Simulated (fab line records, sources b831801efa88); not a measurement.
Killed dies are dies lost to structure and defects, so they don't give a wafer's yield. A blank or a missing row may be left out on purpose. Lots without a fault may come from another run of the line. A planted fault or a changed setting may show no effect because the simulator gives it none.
Which tool did it? | flow sky130 | 13 lots, 39 wafers sampled, at 4 steps of a route of 708

WHAT THE GAUGES READ, wafer by wafer
SKY_CAPM_THK_MEAS_04: measures by xrf. Usual: CAPM_TIN_THK 207.2 nm, standard deviation 2.1.
lot  | measured     | on            | CAPM_TIN_THK (nm) | flag
L814 | day 36 15:53 | film_metro-04 | 202.0 205.3 201.1 |
L818 | day 37 22:16 | film_metro-04 | 207.4 207.4 208.4 |
L819 | day 37 23:56 | film_metro-04 | 210.6 208.3 209.6 |
L820 | day 38 09:59 | film_metro-02 | 209.7 209.7 210.4 |
L825 | day 40 04:19 | film_metro-04 | 203.9 206.4 205.3 |
L827 | day 40 14:49 | film_metro-04 | 207.5 205.8 205.6 |
L828 | day 40 20:22 | film_metro-02 | 208.1 208.4 210.0 |
L829 | day 41 11:38 | film_metro-02 | 206.6 204.5 207.0 |
L831 | day 41 18:04 | film_metro-02 | 207.6 208.8 209.5 |
L832 | day 41 23:38 | film_metro-04 | 207.5 207.1 206.6 |
L834 | day 42 13:16 | film_metro-02 | 203.0 202.9 202.6 |
L836 | day 42 22:50 | film_metro-02 | 207.8 206.0 207.6 |
L835 | day 43 04:32 | film_metro-02 | 210.0 211.8 209.8 |

SKY_VIA3_CD_MEAS_12: target cd 200 nm. Usual: cd_nm 199.8 nm, standard deviation 1.3.
lot  | measured     | on        | cd_nm (nm)        | flag
L814 | day 39 22:14 | cd_sem-02 | 198.7 201.6 199.7 |
L818 | day 41 02:12 | cd_sem-02 | 200.4 200.2 200.3 |
L819 | day 41 03:33 | cd_sem-01 | 196.9 197.2 197.2 |
L820 | day 41 13:08 | cd_sem-02 | 201.2 201.1 200.8 |
L825 | day 43 05:59 | cd_sem-01 | 200.6 198.6 198.6 |
L827 | day 43 15:48 | cd_sem-01 | 199.1 199.6 198.7 |
L828 | day 43 20:36 | cd_sem-01 | 198.2 197.7 198.3 |
L829 | day 44 10:43 | cd_sem-02 | 198.6 198.9 199.1 |
L831 | day 44 16:50 | cd_sem-02 | 200.4 201.9 200.0 |
L832 | day 44 21:45 | cd_sem-02 | 199.6 199.5 198.2 |
L834 | day 45 10:38 | cd_sem-01 | 199.1 199.8 199.4 |
L836 | day 45 18:56 | cd_sem-02 | 200.1 200.4 200.8 |
L835 | day 46 00:50 | cd_sem-01 | 201.5 199.3 200.3 |

SKY_VIA4_THK_MEAS_01. Usual: VIA4_HDPCVD_THK 1825 nm, standard deviation 15.
lot  | measured     | on            | VIA4_HDPCVD_THK (nm)          | flag
L814 | day 42 02:22 | film_metro-04 | 1810 1840 1826                |
L818 | day 43 04:03 | film_metro-04 | 2506 2528 2526 2505 2531 2528 | OFF
L819 | day 43 06:02 | film_metro-04 | 1826 1850 1831                |
L820 | day 43 14:28 | film_metro-03 | 2510 2538 2524 2510 2538 2523 | OFF
L825 | day 45 06:07 | film_metro-04 | 1833 1832 1822                |
L827 | day 45 14:17 | film_metro-01 | 1825 1811 1814                |
L828 | day 45 20:36 | film_metro-03 | 1808 1835 1823                |
L829 | day 46 08:17 | film_metro-04 | 1805 1806 1817                |
L831 | day 46 14:15 | film_metro-01 | 1804 1822 1823                |
L832 | day 46 19:49 | film_metro-03 | 1841 1820 1843                |
L834 | day 47 07:35 | film_metro-01 | 1807 1833 1845                |
L836 | day 47 15:04 | film_metro-04 | 1807 1820 1825                |
L835 | day 47 20:00 | film_metro-01 | 1848 1834 1851                |

WHICH TOOL RAN EACH LOT (tool, then ch and the chambers of the sampled wafers, then the start)
lot  | SKY_VIA4_HDPCVD_00
L814 | hdpcvd-01 ch 0,1,2, day 42 02:11
L818 | hdpcvd-01 ch 0,1,2, day 43 03:56
L819 | hdpcvd-02 ch 1,2, day 43 05:52
L820 | hdpcvd-01 ch 0,2, day 43 14:16
L825 | hdpcvd-02 ch 0,1,2, day 45 05:55
L827 | hdpcvd-02 ch 0,1,2, day 45 14:07
L828 | hdpcvd-02 ch 0,1, day 45 20:25
L829 | hdpcvd-02 ch 0,1,2, day 46 08:05
L831 | hdpcvd-01 ch 0,1, day 46 14:04
L832 | hdpcvd-01 ch 0,1,2, day 46 19:38
L834 | hdpcvd-01 ch 1,2, day 47 07:24
L836 | hdpcvd-01 ch 1,2, day 47 14:52
L835 | hdpcvd-01 ch 0,2, day 47 19:49
- SKY_VIA4_HDPCVD_00: deposits SiO2, target thk 1750 nm, time 304.5 s.

WHAT THE TOOLS THEMSELVES READ (means of the sampled wafers that have a number; where no wafer has one, the mark that the record gives instead)
The record holds no such reading with a usual standard deviation.

THE ANSWER, worked out from the rows above alone
Rule: a lot is off if the mean of its wafers that have a number lies more than 3 standard deviations from the usual mean. A lot without any number at a reading at which 4 lots or more have one is off too. The other lots that the step has rows for count as sound. The gauges are gone through in route order, then the tools' own readings, and for those a lot's mean is taken as printed above. The first step at which some lot is off is used, and at that step the reading that is off furthest; a lot without a number counts as furthest.
Off: L818, L820, at SKY_VIA4_THK_MEAS_01 (VIA4_HDPCVD_THK).
A tool fits if, at a process step before that reading, it ran every lot that is off, and no sound lot after the first of them. The gauges at SKY_VIA4_THK_MEAS_01 are tried like those tools. None of those tried fits.

WHAT THE SIMULATOR HAD PUT IN
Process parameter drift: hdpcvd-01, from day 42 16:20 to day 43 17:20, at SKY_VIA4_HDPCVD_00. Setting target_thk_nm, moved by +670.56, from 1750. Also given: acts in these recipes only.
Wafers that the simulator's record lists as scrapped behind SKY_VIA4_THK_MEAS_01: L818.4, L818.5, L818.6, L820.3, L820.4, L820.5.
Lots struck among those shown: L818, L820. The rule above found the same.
